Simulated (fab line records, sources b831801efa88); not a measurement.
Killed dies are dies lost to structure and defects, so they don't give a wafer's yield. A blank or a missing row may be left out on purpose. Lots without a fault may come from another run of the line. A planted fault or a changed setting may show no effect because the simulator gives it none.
A struck lot beside a sound one | flow sky130 | 14 steps out of a route of 708
Sound: wafers L510.1, L510.3, L510.6. Struck: wafers L518.1, L518.3, L518.6. The cause comes at the end.
At each step with rows: each side's tool, then ch and its chambers, then its first start. Under that, the readings that differ: sound wafers | struck wafers | difference of the means | sigmas: that difference in standard deviations of wafers without a fault.
alike: readings whose means differ by less than 2 such deviations, and words and numbers that are the same on both sides. not compared: withheld readings, readings that some wafer has no value for, bounds like >300 that may hide the same value, and numbers for which the record gives no deviation and whose values overlap.
The two part at a step that has a row with sigmas, a row that says differs or no value, or rows on one side only. Numbers that don't overlap but have no deviation are shown without sigmas and don't part them. A reading that every wafer of one side lacks parts them only if that side has two wafers or more.

first, 4 steps without rows for these wafers: SKY_LDD_N_IMPLANT_12; SKY_LDD_N_IMPLANT_13; SKY_LDD_N_IMPLANT_14; SKY_LDD_N_IMPLANT_15.
SKY_LDD_N_STRIP_16: strips in O2/N2.
  sound on plasma_asher-04 ch 0,1, day 16 11:07; struck on plasma_asher-04 ch 0,1, day 18 18:43
  alike: drypump_motor_current_A, oes_product_au, strip_time_to_endpoint_s
  not compared: rf_hours_counter_h
SKY_LDD_N_TW_MEAS_17:
  sound on film_metro-01, day 16 11:13; struck on film_metro-04, day 18 18:49
  alike: LDD_N_TW
then, 6 steps without rows for these wafers: SKY_LDD_P_DEHYDRATE_00 (time 60 s); SKY_LDD_P_HMDS_01 (prime time 60 s); SKY_LDD_P_COAT_02 (resist thk 1140 nm); SKY_LDD_P_SOFTBAKE_03 (time 60 s); SKY_LDD_P_EXPOSE_04 (exposes mask PSDM, target cd 380 nm); SKY_LDD_P_PEB_05.
SKY_LDD_P_DEVELOP_06: develop time 60 s.
  sound on litho_track-02 ch 0, day 17 14:23; struck on litho_track-01, day 20 01:22
  no value came back on the struck wafers for chill_plate_temp_C (C), develop_time_s (s), exhaust_pa (Pa); on the sound wafers chill_plate_temp_C (C) reads 22.86 22.92 22.95
SKY_LDD_P_CD_MEAS_07: target cd 380 nm.
  sound on cd_sem-01, day 17 14:32; struck on cd_sem-02, day 20 01:31
  reading    | sound             | struck | difference                    | sigmas
  cd_nm (nm) | 379.8 379.5 379.1 | - - -  | no value on the struck wafers |

WHERE THEY PART
First at SKY_LDD_P_DEVELOP_06; last, within this record, at SKY_LDD_P_CD_MEAS_07.

WHY: what the simulator had put in
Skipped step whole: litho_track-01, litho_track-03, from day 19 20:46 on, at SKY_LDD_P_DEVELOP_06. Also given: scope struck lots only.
